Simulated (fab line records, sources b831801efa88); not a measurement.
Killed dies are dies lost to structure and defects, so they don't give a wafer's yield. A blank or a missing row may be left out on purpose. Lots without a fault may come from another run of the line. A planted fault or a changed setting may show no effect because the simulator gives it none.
A struck lot beside a sound one | flow sfq_line | 25 steps out of a route of 325
Sound: wafers L813.1, L813.2, L813.6. Struck: wafers L815.3, L815.5. (L815.2 of the same lot was not struck and is left out.) The cause comes at the end.
At each step with rows: each side's tool, then ch and its chambers, then its first start. Under that, the readings that differ: sound wafers | struck wafers | difference of the means | sigmas: that difference in standard deviations of wafers without a fault.
alike: readings whose means differ by less than 2 such deviations, and words and numbers that are the same on both sides. not compared: withheld readings, readings that some wafer has no value for, bounds like >300 that may hide the same value, and numbers for which the record gives no deviation and whose values overlap.
The two part at a step that has a row with sigmas, a row that says differs or no value, or rows on one side only. Numbers that don't overlap but have no deviation are shown without sigmas and don't part them. A reading that every wafer of one side lacks parts them only if that side has two wafers or more.

first, 6 steps without rows for these wafers: SFQ_TRILAYER_M7_LITHO_COAT_182 (resist thk 62 nm); SFQ_TRILAYER_M7_LITHO_COAT_177 (resist thk 600 nm); SFQ_TRILAYER_M7_LITHO_SOFTBAKE_181; SFQ_TRILAYER_M7_LITHO_EXPOSE_178 (exposes mask M7, target cd 500 nm); SFQ_TRILAYER_M7_LITHO_PEB_180 (peb time 60 s); SFQ_TRILAYER_M7_LITHO_DEVELOP_179 (time 60 s).
SFQ_M7_OVL_MEAS_945:
  sound on overlay-01, day 78 17:02; struck on overlay-02, day 79 03:50
  alike: M7_OVL
SFQ_TRILAYER_M7_BARC_OPEN_METAL_ETCH_229: etches BARC in O2, target depth 125 nm, time 41.7 s.
  sound on rie_metal-01 ch 0,1, day 78 17:04; struck on rie_metal-01 ch 0,1, day 79 03:52
  alike: drypump_motor_current_A, oes_product_au
  not compared: rf_hours_counter_h
then, 1 step without rows for these wafers: SFQ_TRILAYER_M7_ETCH_METAL_ETCH_180 (etches Nb in Cl2/Ar, stops on SiO2, target depth 240 nm, time 120 s).
SFQ_TRILAYER_M7_STRIP_STRIP_181: strips in O2.
  sound on rie_metal-01 ch 0,1, day 78 17:15; struck on rie_metal-01 ch 0,1, day 79 04:03
  alike: drypump_motor_current_A, oes_product_au
  not compared: rf_hours_counter_h
then, 1 step without rows for these wafers: SFQ_TRILAYER_M7_STRIP_SOLV_CLEAN_182 (cleans in NMP, time 600 s).
SFQ_TRILAYER_I7_DEP_PECVD_183: deposits SiO2 from SiH4/N2O, time 111.11 s, target thk 500 nm.
  sound on pecvd-04 ch 0,1, day 78 18:01; struck on pecvd-01 ch 0, day 79 04:50
  alike: heater_power_outer_w, heater_power_w, throttle_valve_pct
  not compared: since_wet_clean_h
SFQ_TRILAYER_I7_CMP_CMP_184: polishes SiO2.
  sound on cmp-02 ch 2,3, day 78 18:36; struck on cmp-01 ch 2, day 79 04:55
  reading                                             | sound             | struck      | difference | sigmas
  retaining_ring_pressure_frac                        | 1.008 1.000 1.003 | 0.994 0.987 | -0.013     | -3
  model.SiO2_of_TRILAYER_I7_DEP_PECVD_183.thk_nm (nm) | 200.7 198.6 200.3 | 178 178.7   | -22        |
  alike: motor_current_A, time_to_endpoint_s
SFQ_I7_BOW_MEAS_946:
  sound on film_metro-01, day 78 21:06; struck on film_metro-03, day 79 09:16
  reading     | sound  | struck | difference                    | sigmas
  I7_BOW (um) | 16 5 6 | - -    | no value on the struck wafers |
SFQ_TRILAYER_I7_METRO_MEASURE_185:
  sound on film_metro-01, day 78 21:13; struck on film_metro-03, day 79 22:04
  reading     | sound             | struck      | difference | sigmas
  thk_nm (nm) | 200.8 198.8 200.3 | 178.0 178.7 | -21.6      | -20
then, 6 steps without rows for these wafers: SFQ_TRILAYER_I7_VIA_LITHO_COAT_192 (resist thk 62 nm); SFQ_TRILAYER_I7_VIA_LITHO_COAT_187 (resist thk 650 nm); SFQ_TRILAYER_I7_VIA_LITHO_SOFTBAKE_191; SFQ_TRILAYER_I7_VIA_LITHO_EXPOSE_188 (exposes mask I7, target cd 1000 nm); SFQ_TRILAYER_I7_VIA_LITHO_PEB_190 (peb time 60 s); SFQ_TRILAYER_I7_VIA_LITHO_DEVELOP_189 (time 60 s).
SFQ_I7_OVL_MEAS_947:
  sound on overlay-01, day 79 02:43; struck on overlay-01, day 80 03:52
  alike: I7_OVL
SFQ_TRILAYER_I7_VIA_BARC_OPEN_VIA_ETCH_260: etches BARC in O2, target depth 125 nm, time 41.7 s.
  sound on rie_diel-02 ch 0,1,3, day 79 02:46; struck on rie_diel-01 ch 0,1, day 80 03:54
  alike: drypump_motor_current_A, oes_product_au
  not compared: rf_hours_counter_h
SFQ_TRILAYER_I7_VIA_ETCH_VIA_ETCH_190: etches SiO2 in CHF3, stops on Nb, target depth 260 nm.
  sound on rie_diel-02 ch 0,1,3, day 79 02:48; struck on rie_diel-01 ch 0,1, day 80 03:56
  reading                        | sound             | struck      | difference | sigmas
  oes_product_au (a.u.)          | 0.863 0.850 0.863 | 0.803 0.803 | -0.056     | -10
  model.I7.feature_depth_nm (nm) | 200.7 198.6 200.3 | 178 178.7   | -22        |
  model.etch.depth_nm (nm)       | 200.7 198.6 200.3 | 178 178.7   | -22        |
  alike: drypump_motor_current_A
SFQ_TRILAYER_I7_VIA_STRIP_STRIP_191: strips in O2.
  sound on rie_metal-03 ch 0,1, day 79 02:55; struck on rie_metal-04 ch 0, day 80 04:03
  alike: drypump_motor_current_A, oes_product_au
  not compared: rf_hours_counter_h

WHERE THEY PART
First at SFQ_TRILAYER_I7_CMP_CMP_184; last, within this record, at SFQ_TRILAYER_I7_VIA_ETCH_VIA_ETCH_190. Later steps at which nothing parts them and some readings are alike: SFQ_TRILAYER_I7_VIA_STRIP_STRIP_191.

WHY: what the simulator had put in
Process parameter drift: cmp-01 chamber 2, from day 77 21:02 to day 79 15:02, at SFQ_TRILAYER_I7_CMP_CMP_184. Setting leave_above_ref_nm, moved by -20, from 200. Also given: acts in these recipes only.
